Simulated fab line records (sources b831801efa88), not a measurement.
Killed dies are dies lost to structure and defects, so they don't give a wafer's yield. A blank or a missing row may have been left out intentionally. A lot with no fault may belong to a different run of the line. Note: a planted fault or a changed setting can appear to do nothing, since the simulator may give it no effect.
Chamber matching    flow gf180mcu    cmp-02 running GF_V2_CMP_26: 4 sister chambers
The step polishes, stops on SiO2, t overpolish 15 s, target thk 0 nm. 18 wafers are shown with their chamber, then 9 later ones without.

EACH WAFER AND ITS CHAMBER
wafer   chamber  motor_current_A (A)  time_to_endpoint_s (s)  overpolish_run_s (s)
L518.3  2        12.1                 81                      14.982
L518.4  1        10.2                 80                      14.986
L518.5  1        9.8                  80                      14.999
L520.1  3        11.2                 80                      15.000
L520.4  2        11.4                 80                      14.999
L520.6  1        10.7                 80                      14.994
L521.1  3        11.5                 80                      14.991
L521.2  0        11.8                 82                      15.010
L521.5  1        10.8                 81                      15.011
L523.3  1        10.0                 89                      15.020
L523.4  0        12.4                 92                      15.006
L523.5  0        12.1                 92                      14.999
L532.2  0        12.2                 83                      14.996
L532.3  3        10.9                 88                      14.991
L532.6  1        10.2                 83                      15.005
L535.1  0        12.3                 88                      15.000
L535.2  2        11.8                 83                      14.997
L535.5  1        10.5                 83                      15.007

SIGNATURES (means of the wafers above)
reading             chamber 0  chamber 1  chamber 2  chamber 3  scatter within a chamber
motor_current_A     12.160     10.314     11.767     11.200     0.322
time_to_endpoint_s  87.40      82.29      81.33      82.67      3.8
overpolish_run_s    15.00220   15.00314   14.99267   14.99400   0.00892
Rule: for each reading, subtract the chamber's mean from the wafer's reading, divide by that reading's scatter and square the result; add these up over the readings and take the root, which gives the wafer's distance from the chamber. The wafer belongs to the nearest chamber; if the next one is less than 2 further off, it can't be placed. How the scatter is found: for the shown wafers, subtract from each reading the mean of its chamber, square and add these, divide the total by (wafers less chambers), then take the root.

WAFERS WITH NO CHAMBER GIVEN
wafer   motor_current_A (A)  time_to_endpoint_s (s)  overpolish_run_s (s)
L537.1  11.9                 82                      14.993
L537.5  10.5                 85                      15.005
L537.6  11.9                 83                      15.011
L539.2  11.8                 90                      15.017
L539.4  11.2                 85                      15.003
L539.6  11.4                 89                      15.009
L541.1  12.6                 82                      15.010
L541.4  11.2                 84                      14.997
L541.5  11.1                 85                      14.994

THE CHAMBER EACH PASSED THROUGH
wafer   from the rows above                in truth
L537.1  can't be placed: 2 or 0 or 3       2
L537.5  can't be placed: 1 or 3            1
L537.6  can't be placed: 0 or 2 or 3       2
L539.2  can't be placed: 0 or 2 or 3       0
L539.4  can't be placed: 3 or 2 or 1 or 0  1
L539.6  can't be placed: 3 or 0 or 2 or 1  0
L541.1  can't be placed: 0 or 2            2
L541.4  can't be placed: 3 or 2            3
L541.5  can't be placed: 3 or 2            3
0 of 9 placed correctly. Not placeable from these rows: 9 (in 9, the candidates include the true chamber). 0 placed wrongly.
